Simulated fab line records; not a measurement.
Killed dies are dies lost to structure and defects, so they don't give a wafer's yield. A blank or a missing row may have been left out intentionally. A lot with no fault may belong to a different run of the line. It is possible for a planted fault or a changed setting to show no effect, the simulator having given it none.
Matching of chambers -- flow sky130 -- cmp-01 running SKY_VIA3_CMP_02: 4 sister chambers
The step polishes SiO2. 16 wafers are shown with their chamber, then 8 later ones without.

WAFERS PAIRED WITH THEIR CHAMBERS
wafer,chamber,motor_current_A (A)
L565.2,1,11.8
L565.3,0,12.0
L565.6,1,11.7
L566.3,0,11.3
L566.5,3,13.0
L566.6,0,12.2
L569.4,3,12.8
L569.5,2,11.7
L569.6,3,12.7
L571.2,0,11.7
L571.5,2,11.6
L571.6,1,11.6
L574.4,2,11.6
L574.5,1,11.8
L574.6,0,11.4
L575.2,0,11.9

SIGNATURES, as means of the wafers listed above
reading,chamber 0,chamber 1,chamber 2,chamber 3,scatter within a chamber
motor_current_A,11.750,11.725,11.633,12.833,0.241
Rule: distance of a wafer from a chamber = root of the sum over the readings of ((wafer's reading minus chamber's mean) / reading's scatter) squared. The wafer belongs to the nearest chamber; if the next one is less than 2 further off, it can't be placed. The scatter: take each reading less its chamber's mean, square it, sum over the shown wafers, divide by the number of wafers less the number of chambers, and take the root.

WAFERS WITH NO CHAMBER GIVEN
wafer,motor_current_A (A)
L575.3,11.5
L575.5,11.5
L578.3,11.7
L578.4,11.6
L578.5,11.5
L588.2,12.3
L588.3,12.1
L588.4,11.5

WHICH CHAMBER EACH ONE RAN IN
wafer,from the rows above,in truth
L575.3,can't be placed: 2 or 1 or 0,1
L575.5,can't be placed: 2 or 1 or 0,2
L578.3,can't be placed: 1 or 0 or 2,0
L578.4,can't be placed: 2 or 1 or 0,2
L578.5,can't be placed: 2 or 1 or 0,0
L588.2,can't be placed: 3 or 0 or 1 or 2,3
L588.3,can't be placed: 0 or 1 or 2 or 3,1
L588.4,can't be placed: 2 or 1 or 0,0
0 of 8 placed correctly. Unplaceable from these rows: 8, with the true chamber sitting among the candidates in 8. Placed wrongly: 0.
